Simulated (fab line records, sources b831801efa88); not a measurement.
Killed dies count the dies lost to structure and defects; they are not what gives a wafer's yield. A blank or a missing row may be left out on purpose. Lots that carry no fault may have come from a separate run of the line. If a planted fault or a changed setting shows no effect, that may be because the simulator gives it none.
fab line records	flow sky130
[record] lots = 4	wafers = 12	last-day = 49
route steps=708 shown LDD_LDN@292 SPACER@304 POLY_CUT@307 SD_P@320 RES_XHIGH@332 SALICIDE@361 PAD_OPEN@708
lots that met no fault: taken from a fault-free run of the same line
start-h: hours from the record's opening day to when the first of the lot's shown wafers began	wait-h: how many hours have passed since the lot's step before this one	" same as the row above	L1.1+2: a single row standing in for several wafers	- no value present, or no start provided	* or withheld: withheld	< > ~ a bound
route shown NAME@n: a module of which the file shows steps, and the number in the route of the first	usual: mean/standard deviation taken from wafers without a fault	same: alike in all rows	chamber/n: place in a boat	sites: readings site by site	_std_site: standard deviation of those values	_edge_site: inner sites' mean taken away from outer sites' mean	radius-mm: how far each site lies from the wafer's centre	mask NAME#n: copy n	behind: the most recent tool/chamber to have shaped the wafer	hold: why the lot went on hold/how many hours it stayed there/how the hold came to an end	device: the transistor (n, p or np) that didn't switch	end of line: the route-end tests of the same wafers	where a step has no rows: the recipe by itself	killed: dies lost to structure and defects at the first sort, not the wafer's yield	map: dies across one wafer; x = killed, . = not, _ = none there
set.NAME: the run value of the setting; set.NAME@STEP: its run value at that earlier step	model.NAME: the simulator's own value behind a step, which no gauge read
lots at selected steps of the route; one table per step, one row per wafer
services: a tool's chamber out of use, with start hour (start-h, from the record's first day; less than 0 if before it), hours out, and reason
[[steps]]
[step SKY_LDD_LDN_SOFTBAKE_03]
[recipe] temp-c = 90	time-s = 60	resist = NOVOLAK
[step SKY_LDD_LDN_EXPOSE_04]
[recipe] mask-id = LDNTM	na = 0.6	source-shape = conventional	sigma-outer = 0.6	polarization = unpolarized	target-cd-nm = 700	dose-mj = 140
[step SKY_LDD_LDN_PEB_05]
[recipe] temp-c = withheld	time-s = *	resist = NOVOLAK
[step SKY_LDD_LDN_DEVELOP_06]
[recipe] resist = NOVOLAK	developer = TMAH	develop-time-s = 60	dev-temp-c = 23
[step SKY_LDD_LDN_IMPLANT_08]
[recipe] species = As	energy-kev = 15	dose-cm2 = 1.25e+13	tilt-deg = withheld	rotation-deg = 23
[step SKY_LDD_LDN_IMPLANT_09]
[recipe] species = As	energy-kev = 15	dose-cm2 = 1.25e+13	tilt-deg = withheld	rotation-deg = 113
[step SKY_LDD_LDN_IMPLANT_10]
[recipe] species = As	energy-kev = 15	dose-cm2 = 1.25e+13	tilt-deg = withheld	rotation-deg = 203
[step SKY_LDD_LDN_IMPLANT_11]
[recipe] species = As	energy-kev = 15	dose-cm2 = 1.25e+13	tilt-deg = withheld	rotation-deg = 293
[step SKY_LDD_LDN_STRIP_12]
[recipe] chemistry = O2/N2	power-w = 1400	pressure-mtorr = 1500	platen-temp-c = withheld	o2-flow-sccm = 3000	n2-flow-sccm = 300	overash-fraction = 0.5
[step SKY_LDD_LDN_CLEAN_14]
[recipe] chemistry = SC1/SC2	mix = 1:4:20	temp-c = 70	time-s = 150	dry = n2-spin
[step SKY_SPACER_CVD_00]
[recipe] material = Si3N4	precursor = DCS/NH3	target-thk-nm = 43.1	temp-c = 770	time-s = 740	pressure-mtorr = 250
[usual] spike-tc-centre-C = 771.8/1.4	spike-tc-lower-C = 770.3/0.9	spike-tc-top-C = 784.6/1.6	spike-tc-upper-C = 770.5/1.4
lot.wafer	tool	chamber	start-h	wait-h	spike-tc-centre-C	spike-tc-lower-C	spike-tc-top-C	spike-tc-upper-C	model.Si3N4_of_SPACER_CVD_00.thk-nm
L400.2	lpcvd-02	1	544.66	1.7	767.8	762.8	778.9	762.4	37.18
L400.3	"	1	"	"	766.3	762.7	776.7	761.8	37.43
L400.4	"	1	"	"	766.4	762.8	779.7	764.2	37.38
L402.1	lpcvd-02	1	563.23	1.1	767.8	764.2	779.8	764.7	38.53
L402.2	"	1	"	"	765.8	763.3	778.7	763.3	38.01
L402.4	"	1	"	"	766.9	763.8	780.1	761.7	38.53
L413.2	lpcvd-02	1	652.29	0.1	772.5	770.4	785.6	771.0	43.65
L413.4	"	1	"	"	772.6	769.7	784.7	767.8	43.31
L413.5	"	1	"	"	771.8	771.8	784.3	771.6	43.63
L416.1	lpcvd-02	1	696.45	0.0	772.2	771.9	786.1	769.5	42.96
L416.2	"	1	"	"	772.1	767.7	784.8	769.1	43.02
L416.6	"	1	"	"	773.2	769.9	785.9	768.9	42.97
[step SKY_SPACER_THK_MEAS_01]
[recipe] reads = Si3N4_of_SPACER_CVD_00
[usual] SPACER_CVD_00_THK = 43.1/0.42
lot.wafer	tool	chamber	start-h	wait-h	SPACER_CVD_00_THK[nm]
L400.2	film-metro-04	-	546.47	0.0	37.2
L400.3	"	-	"	"	37.4
L400.4	"	-	"	"	37.4
L402.1	film-metro-04	-	565.04	0.0	38.6
L402.2	"	-	"	"	38.0
L402.4	"	-	"	"	38.5
L413.2	film-metro-01	-	653.51	0.0	43.6
L413.4	"	-	"	"	43.3
L413.5	"	-	"	"	43.6
L416.1	film-metro-04	-	697.66	0.0	43.0
L416.2	"	-	"	"	43.0
L416.6	"	-	"	"	42.9
[step SKY_SPACER_ETCHBACK_02]
[recipe] chemistry = CH3F/O2	target = Si3N4	stop-on = SiO2	source-w = 400	bias-w = 80	pressure-mtorr = 25	ch3f-flow-sccm = 40	O2_flow_sccm = 30	time-s = 46.7	target-depth-a = 450
[usual] drypump-motor-current-A = 5.7/0.44	oes-product-au = 0.855/0.0065	throttle-valve-pct = 10.562/0.0092
lot.wafer	tool	chamber	start-h	wait-h	drypump-motor-current-A	oes-product-au	rf-hours-counter-h	throttle-valve-pct	model.etch.depth-nm
L400.2	rie-diel-02	1	546.52	0.0	5.6	0.784	8	10.574	37.18
L400.3	"	3	"	"	6.2	0.797	0	10.549	37.43
L400.4	"	0	"	"	5.2	0.796	11	10.544	37.38
L402.1	rie-diel-04	1	565.10	0.1	5.2	0.797	69	10.551	38.53
L402.2	"	2	"	"	5.7	0.796	1	10.560	38.01
L402.4	"	3	"	"	5.6	0.807	6	10.552	38.53
L413.2	rie-diel-01	1	653.56	0.0	6.7	0.866	1	10.569	43.65
L413.4	"	2	"	"	5.2	0.856	23	10.563	43.31
L413.5	"	1	"	"	6.6	0.869	-	10.559	43.63
L416.1	rie-diel-01	0	697.72	0.1	5.9	0.851	18	10.566	42.96
L416.2	"	1	"	"	6.7	0.853	2	10.553	43.02
L416.6	"	1	"	"	6.6	0.852	-	10.573	42.97
[step SKY_POLY_CUT_DEHYDRATE_00]
[recipe] temp-c = 200	time-s = 60
[step SKY_POLY_CUT_HMDS_01]
[recipe] prime-time-s = 60	prime-temp-c = 120
[step SKY_POLY_CUT_COAT_02]
[recipe] resist = BARC	temp-c = withheld	time-s = withheld	spin-rpm = 3000	resist-thk-nm = 60
[step SKY_POLY_CUT_COAT_03]
[recipe] resist = KrF-thick	spin-rpm = 3000	resist-thk-nm = 450
[step SKY_POLY_CUT_SOFTBAKE_04]
[recipe] temp-c = 100	time-s = 90	resist = KrF-thick
[step SKY_POLY_CUT_EXPOSE_05]
[recipe] mask-id = NPCM	na = 0.8	source-shape = annular	sigma-inner = 0.55	sigma-outer = 0.85	target-cd-nm = 270	dose-mj = 32
[step SKY_POLY_CUT_PEB_06]
[recipe] peb-temp-c = withheld	peb-time-s = withheld	resist = KrF-thick
[step SKY_POLY_CUT_DEVELOP_07]
[recipe] develop-time-s = 60	resist = KrF-thick	dev-temp-c = 21
[step SKY_POLY_CUT_ETCH_10]
[recipe] chemistry = N2/H2	target = BARC	ion-energy-ev = 200	source-w = 500	bias-w = 100	pressure-mtorr = 30	n2-flow-sccm = 100	h2-flow-sccm = 200	stop-on = SiO2	time-s = 45.9	target-depth-a = 600
[step SKY_POLY_CUT_ETCH_11]
[recipe] target = Si3N4	chemistry = CF4/CH2F2/Ar	stop-on = poly-Si	source-w = 600	bias-w = 150	pressure-mtorr = 40	cf4-flow-sccm = 40	ch2f2-flow-sccm = 20	Ar_flow_sccm = 150	time-s = 42.5	target-depth-a = 600
[step SKY_POLY_CUT_STRIP_12]
[recipe] chemistry = O2/N2	power-w = 1400	pressure-mtorr = 1500	platen-temp-c = withheld	o2-flow-sccm = 3000	n2-flow-sccm = 300	overash-fraction = 0.5
[step SKY_SD_P_DEHYDRATE_00]
[recipe] temp-c = 200	time-s = 60
[step SKY_SD_P_HMDS_01]
[recipe] prime-time-s = 60	prime-temp-c = 120
[step SKY_SD_P_COAT_02]
[recipe] resist = NOVOLAK	spin-rpm = 3000	resist-thk-nm = 1140
[step SKY_SD_P_SOFTBAKE_03]
[recipe] temp-c = 90	time-s = 60	resist = NOVOLAK
[step SKY_SD_P_EXPOSE_04]
[recipe] mask-id = PSDM	na = 0.6	source-shape = conventional	sigma-outer = 0.6	polarization = unpolarized	target-cd-nm = 380	dose-mj = 138
[step SKY_SD_P_PEB_05]
[recipe] temp-c = withheld	time-s = *	resist = NOVOLAK
[step SKY_SD_P_DEVELOP_06]
[recipe] resist = NOVOLAK	developer = TMAH	develop-time-s = 60	dev-temp-c = 23
[step SKY_SD_P_IMPLANT_09]
[recipe] species = BF2	energy-kev = 20	dose-cm2 = 3e+15	tilt-deg = 0
[step SKY_SD_P_STRIP_10]
[recipe] chemistry = O2/N2	power-w = 1400	pressure-mtorr = 1500	platen-temp-c = withheld	o2-flow-sccm = 3000	n2-flow-sccm = 300	overash-fraction = 0.5
[step SKY_RES_XHIGH_DEHYDRATE_00]
[recipe] temp-c = 200	time-s = 60
[step SKY_RES_XHIGH_HMDS_01]
[recipe] prime-time-s = 60	prime-temp-c = 120
[step SKY_SALICIDE_CLEAN_00]
[recipe] chemistry = HF-last	time-s = 30	dilution = 100:1	dry = ipa-marangoni
lot.wafer	tool	chamber	start-h	wait-h	model.Si3N4_of_SPACER_CVD_00.thk-nm
L400.2	wet-bench-04	0	662.95	0.1	36.21
L400.3	"	0	"	"	36.46
L400.4	"	0	"	"	36.41
L402.1	wet-bench-04	0	682.75	0.1	37.55
L402.2	"	0	"	"	37.03
L402.4	"	0	"	"	37.54
L413.2	wet-bench-01	3	766.06	0.1	42.66
L413.4	"	3	"	"	42.32
L413.5	"	3	"	"	42.64
L416.1+6	wet-bench-01	0	808.11	0.1	42
L416.2	"	0	"	"	42.05
[step SKY_PAD_OPEN_PROBE_99]
[usual] killed_at_M0_to_M3 = 43/6.7	killed_at_M4_up = 3.2/1.8	killed-at-contacts = 25/5.2	killed-at-front-end = 15/4.4	killed-at-other = 0.2/0.4	killed-dies = 87/9.3	killed-open = 48/7.1	killed-short = 39/6
[same] gross-dies = 492	killed-at-back-side = 0
lot.wafer	tool	chamber	start-h	wait-h	killed_at_M0_to_M3	killed_at_M4_up	killed-at-contacts	killed-at-front-end	killed-at-other	killed-dies	killed-open	killed-short	model.etest.pfet_01v8.r-on-ohm-um	model.etest.sonos-uncharged.r-on-ohm-um	model.etest.pfet_01v8.drive-ua-um	model.etest.sram-pfet-latch.drive-ua-um	model.etest.pfet_01v8_hvt.drive-ua-um	model.etest.pfet_01v8_mvt.drive-ua-um	model.etest.pfet_01v8_lvt.drive-ua-um	model.etest.ring_1v8.delay-ps
L400.2	prober-01	-	1084.18	0.1	48	5	33	11	0	97	52	45	2690	765.1	209.5	157.3	157.2	159.8	181.1	20.36
L400.3	prober-01	-	1084.23	0.2	51	3	16	17	0	87	37	50	2703	779.3	208.7	159.5	155.9	158.9	180.3	20.32
L400.4	prober-01	-	1084.28	0.2	39	3	31	11	0	84	44	40	2734	770.8	206.9	151.2	153.7	159.7	179.6	20.92
L402.1	prober-01	-	1101.16	0.1	49	2	35	17	0	103	57	46	2695	795	208.6	152.1	157	162.5	181.8	20.42
L402.2	prober-01	-	1101.21	0.1	42	10	20	15	1	88	50	38	2673	782.6	213	154.8	159.2	163	183.1	19.98
L402.4	prober-01	-	1101.31	0.2	46	2	32	20	0	100	58	42	2718	793.1	210.2	162.6	157.9	162.4	181.4	20.68
L413.2	prober-02	-	1161.72	0.1	59	4	18	11	0	92	50	42	2954	806.2	188.6	140.5	139.1	151.8	171.9	21.73
L413.4	prober-02	-	1161.82	0.2	42	1	15	17	0	75	40	35	2859	810	193.7	142.4	143.3	154.7	175.7	21.5
L413.5	prober-02	-	1161.87	0.2	45	2	23	8	0	78	44	34	2948	810.6	190.6	138.2	140.8	152.2	172.9	21.43
L416.1	prober-01	-	1185.30	0.1	36	4	28	18	0	86	44	42	2937	811	187.9	143.9	142.2	149.9	170.9	21.81
L416.2	prober-01	-	1185.35	0.1	36	3	27	14	0	80	48	32	2958	817.1	190.2	143.3	141.6	152	170.9	21.8
L416.6	prober-01	-	1185.55	0.2	51	3	30	8	0	92	52	40	2864	805.6	196.4	148.8	147.1	154.4	172.2	20.79
// killed by level:class
L400.2 LI_CONTACT:geometric-particle:open=12 METAL1:geometric-particle:short=11 VIA1:geometric-particle:open=10 VIA3:geometric-particle:open=9 LOCAL_INTERCONNECT:geometric-particle:short=6 CONTACT:geometric-particle:short=6 VIA2:geometric-particle:open=5 METAL2:geometric-particle:short=5
L400.3 VIA1:geometric-particle:short=8 VIA3:geometric-particle:open=7 METAL1:geometric-particle:short=7 POLY_GATE:geometric-particle:short=6 LOCAL_INTERCONNECT:geometric-particle:short=6 VIA1:geometric-particle:open=6 CONTACT:geometric-particle:short=5 VIA3:geometric-particle:short=5
L400.4 VIA1:geometric-particle:open=10 CONTACT:geometric-particle:open=8 LI_CONTACT:geometric-particle:open=7 METAL1:geometric-particle:short=7 VIA2:geometric-particle:open=6 POLY_GATE:geometric-particle:open=5 LI_CONTACT:geometric-particle:short=5 CONTACT:geometric-particle:short=5
L402.1 CONTACT:geometric-particle:open=15 VIA1:geometric-particle:open=10 VIA2:geometric-particle:open=8 VIA3:geometric-particle:open=8 CONTACT:geometric-particle:short=6 METAL2:geometric-particle:short=6 FIELD_ISO:geometric-particle:short=5 LI_CONTACT:geometric-particle:open=5
L402.2 CONTACT:geometric-particle:open=11 VIA1:geometric-particle:open=8 METAL4:geometric-particle:short=8 VIA1:geometric-particle:short=6 VIA3:geometric-particle:open=6 METAL1:geometric-particle:short=6 METAL2:geometric-particle:short=5 FIELD_ISO:geometric-particle:open=4
L402.4 CONTACT:geometric-particle:open=13 LI_CONTACT:geometric-particle:open=10 FIELD_ISO:geometric-particle:short=9 VIA1:geometric-particle:open=9 VIA3:geometric-particle:open=7 VIA2:geometric-particle:open=7 FIELD_ISO:geometric-particle:open=6 METAL3:geometric-particle:short=5
L413.2 METAL2:geometric-particle:short=11 VIA3:geometric-particle:open=10 VIA1:geometric-particle:open=10 CONTACT:geometric-particle:open=8 METAL1:geometric-particle:short=8 VIA2:geometric-particle:open=5 METAL3:geometric-particle:short=5 POLY_GATE:geometric-particle:open=4
L413.4 METAL1:geometric-particle:short=8 CONTACT:geometric-particle:open=7 VIA2:geometric-particle:short=5 POLY_GATE:geometric-particle:open=5 VIA2:geometric-particle:open=5 METAL3:geometric-particle:open=5 VIA1:geometric-particle:open=5 VIA1:geometric-particle:short=5
L413.5 VIA3:geometric-particle:open=10 LI_CONTACT:geometric-particle:open=8 VIA1:geometric-particle:open=8 METAL2:geometric-particle:short=8 VIA2:geometric-particle:open=7 CONTACT:geometric-particle:open=7 VIA3:geometric-particle:short=6 POLY_GATE:geometric-particle:short=5
L416.1 CONTACT:geometric-particle:open=9 FIELD_ISO:geometric-particle:short=8 VIA1:geometric-particle:open=8 CONTACT:geometric-particle:short=7 VIA2:geometric-particle:open=7 LI_CONTACT:geometric-particle:open=5 METAL1:geometric-particle:short=5 FIELD_ISO:geometric-particle:open=4
L416.2 VIA1:geometric-particle:open=13 CONTACT:geometric-particle:open=12 LI_CONTACT:geometric-particle:open=8 CONTACT:geometric-particle:short=5 VIA3:geometric-particle:open=5 FIELD_ISO:geometric-particle:short=4 VIA3:geometric-particle:short=4 VIA2:geometric-particle:open=4
L416.6 VIA1:geometric-particle:open=13 CONTACT:geometric-particle:open=12 VIA2:geometric-particle:open=8 LI_CONTACT:geometric-particle:open=7 METAL1:geometric-particle:short=6 LI_CONTACT:geometric-particle:short=5 CONTACT:geometric-particle:short=5 VIA1:geometric-particle:short=5
[[services]]
tool	chamber	start-h	hours	kind
rie-diel-02	3	524.75	-	clean
rie-diel-02	3	524.75	19.4	scheduled-down
rie-diel-02	0	539.46	1.8	repair
rie-diel-01	3	562.81	-	clean
rie-diel-01	3	562.81	14.4	scheduled-down
rie-diel-01	3	562.81	14.4	vent-cycle
rie-diel-01	1	578.00	-	clean
rie-diel-01	1	578.00	19.0	scheduled-down
rie-diel-01	1	578.00	19.0	vent-cycle
rie-diel-02	1	578.20	10.3	repair
rie-diel-01	0	580.36	5.3	repair
rie-diel-04	-	607.64	2.8	pm
rie-diel-01	2	612.84	1.7	repair
wet-bench-01	-	615.02	15.3	repair
lpcvd-02	-	628.56	0.9	repair
rie-diel-04	0	628.92	2.9	repair
rie-diel-02	0	642.07	5.4	repair
wet-bench-01	-	734.43	1.2	repair
rie-diel-01	0	740.27	7.0	repair
rie-diel-02	1	761.09	4.0	repair
rie-diel-01	3	765.04	1.8	repair
rie-diel-02	-	765.74	0.1	repair
rie-diel-02	-	772.53	2.8	pm
lpcvd-02	-	796.84	0.9	repair
[[key]]
[first-sign] step = SKY_SPACER_CVD_00	reading = spike-tc-lower-C	direction = down	sigmas = 7.8	usual = 770.3	struck = 763.3
[effect] step = SKY_SPACER_CVD_00	reading = spike-tc-upper-C	direction = down	sigmas = 5.3	usual = 770.5	struck = 763.0
[effect] step = SKY_SPACER_THK_MEAS_01	reading = SPACER_CVD_00_THK	direction = down	sigmas = 13	usual = 43.1	struck = 37.8
[effect] step = SKY_SPACER_ETCHBACK_02	reading = oes-product-au	direction = down	sigmas = 9.1	usual = 0.855	struck = 0.796
[model-effect] step = SKY_SPACER_CVD_00	value = Si3N4_of_SPACER_CVD_00.thk-nm	without = 43.11	struck = 37.84
[model-effect] step = SKY_SPACER_ETCHBACK_02	value = etch.depth-nm	without = 43.11	struck = 37.84
[model-effect] step = SKY_SALICIDE_CLEAN_00	value = Si3N4_of_SPACER_CVD_00.thk-nm	without = 42.13	struck = 36.87
[model-effect] step = SKY_PAD_OPEN_PROBE_99	value = etest.pfet_01v8.r-on-ohm-um	without = 2866	struck = 2702
met-at SKY_SPACER_CVD_00
struck-wafers L400.2,L400.3,L400.4,L402.1,L402.2,L402.4
tester-left-out L400,L402
[fault] kind = process-parameter-drift	tool = lpcvd-02	chamber = 1	onset-h = 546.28	steps = SKY_SPACER_CVD_00	channel = temp-c	offset = *	shape = step	end-h = 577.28	acts-in = *	stated = *
// tester-left-out: of these lots the tester's yield and bins aren't shown, on N5 and GAA mostly nor the transistor test; their killed dies are dies lost to structure and defects alone, not to doping, threshold or leakage, so they don't give the yield
